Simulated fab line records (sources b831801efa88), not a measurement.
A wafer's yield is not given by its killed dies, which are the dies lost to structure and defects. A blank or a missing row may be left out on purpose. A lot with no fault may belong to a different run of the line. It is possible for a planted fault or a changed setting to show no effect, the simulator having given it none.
Chamber matching | flow gf180mcu | GF_M5_ETCH_09 on rie_diel-03: 4 sister chambers
The step etches Si3N4 in CF4/O2, target depth 52 nm, time 11.6 s. 4 wafers are shown with their chamber, then 7 later ones without.

WAFERS WITH THEIR CHAMBER
wafer  | chamber | drypump_motor_current_A (A)
L755.1 | 0       | 5.9
L757.6 | 3       | 5.9
L758.2 | 2       | 5.8
L758.4 | 1       | 4.9

WAFERS WITH NO CHAMBER GIVEN
wafer  | drypump_motor_current_A (A)
L758.5 | 5.9
L769.1 | 5.9
L769.3 | 5.8
L769.5 | 5.0
L771.3 | 5.9
L771.4 | 5.0
L771.5 | 5.9

EACH ONE'S CHAMBER
wafer  | from the rows above          | in truth
L758.5 | can't be placed: 0 or 3 or 2 | 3
L769.1 | can't be placed: 0 or 3 or 2 | 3
L769.3 | can't be placed: 2 or 0 or 3 | 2
L769.5 | 1                            | 1
L771.3 | can't be placed: 0 or 3 or 2 | 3
L771.4 | 1                            | 1
L771.5 | can't be placed: 0 or 3 or 2 | 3
2 of 7 placed correctly. From these rows, 5 cannot be placed; in 5 the true chamber is one of the candidates. 0 placed wrongly.
How it was worked out, from the rows above alone: a wafer's distance from a chamber is the root of the sum, over the readings, of the square of ((its reading less the chamber's mean) divided by the reading's scatter). If the next closest chamber is less than 2 further off than the closest, the wafer can't be placed; otherwise it belongs to the closest. For every chamber, the mean is computed from those of its wafers that are shown. The scatter: with one shown wafer a chamber, the root of the mean of the squares of how far each hidden wafer lies from its nearest shown one.
